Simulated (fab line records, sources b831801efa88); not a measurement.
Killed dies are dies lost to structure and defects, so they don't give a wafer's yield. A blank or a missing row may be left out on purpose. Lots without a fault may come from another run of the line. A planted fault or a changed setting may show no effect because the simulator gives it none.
Chamber matching | flow gf180mcu | GF_STI_CMP_25 on cmp-02: 4 sister chambers
The step polishes, stops on Si3N4, t overpolish 33 s, target thk 524.6 nm. 4 wafers are shown with their chamber, then 9 later ones without.

WAFERS WITH THEIR CHAMBER
wafer  | chamber | motor_current_A (A)
L419.2 | 3       | 11.1
L421.1 | 2       | 11.2
L421.2 | 0       | 10.4
L421.4 | 1       | 11.1

WAFERS WITHOUT THEIR CHAMBER
wafer  | motor_current_A (A)
L427.1 | 10.0
L427.3 | 11.4
L427.4 | 11.8
L428.4 | 11.5
L428.5 | 10.9
L428.6 | 11.5
L430.1 | 11.7
L430.2 | 11.0
L430.3 | 10.2

WHICH CHAMBER EACH WENT THROUGH
wafer  | from the rows above               | in truth
L427.1 | 0                                 | 0
L427.3 | can't be placed: 2 or 1 or 3      | 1
L427.4 | can't be placed: 2 or 1 or 3      | 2
L428.4 | can't be placed: 2 or 1 or 3      | 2
L428.5 | can't be placed: 1 or 3 or 2 or 0 | 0
L428.6 | can't be placed: 2 or 1 or 3      | 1
L430.1 | can't be placed: 2 or 1 or 3      | 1
L430.2 | can't be placed: 1 or 3 or 2 or 0 | 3
L430.3 | 0                                 | 0
Placed correctly: 2 of 9. Can't be placed from these rows: 7 (the true chamber is among the candidates in 7). Placed wrongly: 0.
How it was worked out, from the rows above alone: a wafer's distance from a chamber is the root of the sum, over the readings, of the square of ((its reading less the chamber's mean) divided by the reading's scatter). The wafer belongs to the nearest chamber; if the next one is less than 2 further off, it can't be placed. A chamber's mean is the mean of its shown wafers. The scatter: with one shown wafer a chamber, the root of the mean of the squares of how far each hidden wafer lies from its nearest shown one.
